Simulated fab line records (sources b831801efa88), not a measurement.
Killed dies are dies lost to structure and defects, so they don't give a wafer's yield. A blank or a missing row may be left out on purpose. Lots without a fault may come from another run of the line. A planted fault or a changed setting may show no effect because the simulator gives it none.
2 desks, one fault + flow gf180mcu + only its own numbers are on each desk; what lay behind them is given at the end

== FROM THE METROLOGY DESK ==
Means of the sampled wafers that have a number, per lot and without regard to the tool the lot ran on: this is what the gauges read. A lot is out of limits, marked OUT, if its mean lies more than 4 standard deviations from the usual mean; the brackets give that distance.
Columns: A = PSD_TW at GF_PSD_TW_MEAS_11, usual 3157; B = PSD_RS at GF_PSD_RS_MEAS_15, usual 108.52 ohm/sq; C = CONTACT_CVD_00_THK at GF_CONTACT_THK_MEAS_01, usual 301 nm
| lot  | first seen here | A    | B      | C             |
|------|-----------------|------|--------|---------------|
| L123 | day 15 04:52    | 3103 | 108.30 | 298           |
| L121 | day 15 05:10    | 3155 | 108.41 | 303           |
| L124 | day 15 21:25    | 3115 | 108.61 | 297           |
| L125 | day 16 01:13    | 3144 | 108.86 | 304           |
| L128 | day 16 13:53    | 3123 | 108.86 | 303           |
| L127 | day 16 15:50    | 3210 | 108.41 | 300           |
| L130 | day 17 21:56    | 3106 | 108.68 | 240 (-16) OUT |
| L131 | day 17 22:35    | 3169 | 108.30 | 235 (-17) OUT |
| L132 | day 18 13:37    | 3117 | 108.43 | 242 (-15) OUT |
| L139 | day 21 01:13    | 3118 | 108.57 | 296           |
| L140 | day 21 10:11    | 3212 | 108.28 | 301           |
| L142 | day 21 21:25    | 3121 | 108.31 | 301           |
| L143 | day 22 03:22    | 3142 | 108.63 | 303           |
This desk's finding: out of limits on L130, L131, L132; first on L130, day 18 23:30 (CONTACT_CVD_00_THK at GF_CONTACT_THK_MEAS_01). Within limits: L123, L121, L124, L125, L128, L127, L139, L140, L142, L143.

== TOOL OWNER'S DESK, hdpcvd-01 ==
The tool's own readings at GF_CONTACT_CVD_00 (deposits SiO2, target thk 300 nm, time 50 s): means of the sampled wafers that have a number, for each lot that ran on this tool. A lot is out of limits, marked OUT, if its mean lies more than 4 standard deviations from the usual mean; the brackets give that distance.
Columns: A = pressure-mtorr at GF_CONTACT_CVD_00, usual 6.002 mTorr; B = sih4-flow-sccm at GF_CONTACT_CVD_00, usual 59.99 sccm
| lot  | first seen here | A     | B               |
|------|-----------------|-------|-----------------|
| L123 | day 16 02:35    | 6.000 | 60.16           |
| L121 | day 16 04:08    | 6.007 | 59.94           |
| L128 | day 17 14:21    | 5.991 | 60.01           |
| L130 | day 18 23:27    | 6.012 | 48.20 (-66) OUT |
| L131 | day 18 23:46    | 5.997 | 47.93 (-67) OUT |
| L132 | day 19 15:38    | 6.005 | 48.03 (-66) OUT |
| L140 | day 22 11:07    | 6.006 | 59.88           |
| L143 | day 23 03:52    | 5.999 | 60.09           |
This desk finds L130, L131, L132 out of limits, L130 being first, at day 18 23:27 (sih4-flow-sccm at GF_CONTACT_CVD_00). Within limits: L123, L121, L128, L140, L143.

== ALL TOGETHER ==
The tool owner's desk had the chance to raise an alarm at day 18 23:27 on L130, L131, L132.
An alarm was possible from the metrology desk at day 18 23:30, on L130, L131, L132.
All the named lots went through GF_CONTACT_CVD_00 on hdpcvd-01.

== WHAT HAD BEEN PUT IN BY THE SIMULATOR ==
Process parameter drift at GF_CONTACT_CVD_00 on hdpcvd-01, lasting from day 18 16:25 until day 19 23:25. The setting sih4-flow-sccm was moved by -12, starting from 60. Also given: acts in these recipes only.
Struck lots among those shown: L130, L131, L132.
Time in hours from fault onset to the first out-of-limits reading at each desk: tool owner's desk 7, metrology desk 7.
